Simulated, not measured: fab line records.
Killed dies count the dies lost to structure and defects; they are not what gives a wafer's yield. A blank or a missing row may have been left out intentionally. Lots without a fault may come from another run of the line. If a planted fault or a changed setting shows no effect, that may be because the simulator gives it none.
Problem report, 8D (eight disciplines) form, completed by code | flow gf180mcu | the parts of the form that need people (team, actions taken, sign-off) are left out

## 1. THE PROBLEM
Mean HV_LDD_OVL at GF_HV_LDD_OVL_MEAS_08: -104.6 nm over 6 wafers in 2 lots; fault-free wafers: 0.2 nm, standard deviation 1.4. Relative to the usual mean, that is a shift of -75 standard deviations.
First seen on wafer L836.1, day 14 05:46, on overlay-02. The record has a number at this step for 36 wafers belonging to 12 lots. Rule for "out", or "out of limits": more than 4 standard deviations from the usual mean. The rest of the wafers with a number are treated as sound.

## 2. WHAT IT IS; WHAT IT IS NOT
question                    | is                     | is not
which readings at this step | HV_LDD_OVL             | -
which lots                  | L836, L837             | L822, L823, L824, L825, L826, L827, L838, L841, L842, L844
which wafers of those lots  | all that have a number | -
read on which gauges        | overlay-01, overlay-02 | -
when                        | from day 14 05:46      | up to then (18 sound wafers); but 12 sound wafers of L838, L841, L842, L844 came after

## 3. SUSPECTS, AND WHAT RULES EACH OUT
Counting: any tool at a process step up to the reading is kept as a suspect provided that every lot that is out went through it and no sound lot did after the first of them.
- the gauge at GF_HV_LDD_OVL_MEAS_08 is ruled out. 2 gauges (overlay-01, overlay-02) read the wafers that are out.
- iline-stepper-02 at GF_HV_LDD_EXPOSE_04 (exposes mask Nplus LV AREA, target cd 400 nm): kept. It ran every lot that is out, first L836 (day 13 19:32), and no sound lot after that; its last sound lot up to then is L827 (day 11 05:04).
Left after counting: iline-stepper-02 at GF_HV_LDD_EXPOSE_04.

## 4. THE CAUSE (what the simulator had put in)
Scanner matching overlay: iline-stepper-02, from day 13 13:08 on, at GF_HV_LDD_EXPOSE_04. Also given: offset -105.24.
The count eliminated every tool but this one.

## 5. SEQUENCE OF EFFECTS, ordered by route
Each row: a reading where the mean over the struck wafers with a number is more than 3 standard deviations away from the usual. Only readings for which the record gives a usual standard deviation are gone through. hours: the time from each lot's start at the first step in this table that gives one to its start at this step, as a median over the lots. sigmas: the change in usual standard deviations.
hours | step                  | reading    | usual  | on struck wafers | change | sigmas
0     | GF_HV_LDD_OVL_MEAS_08 | HV_LDD_OVL | 0.2 nm | -104.6           | -104.8 | -75
At these later measuring or inspecting steps, every struck wafer for which the step has a row has a number for every such reading, and none has moved that far: GF_M1_OVL_MEAS_15.

## 6. HOW IT WOULD HAVE BEEN CAUGHT EARLIER
17 hours passed between the start of the fault at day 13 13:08 and the first reading out of limits at a measuring or inspecting step in this record, taken at day 14 05:46.
Lots out: 2; all had begun GF_HV_LDD_EXPOSE_04 on iline-stepper-02 by day 14 05:46. Had the tool been put on hold then, not one of them would have been saved.
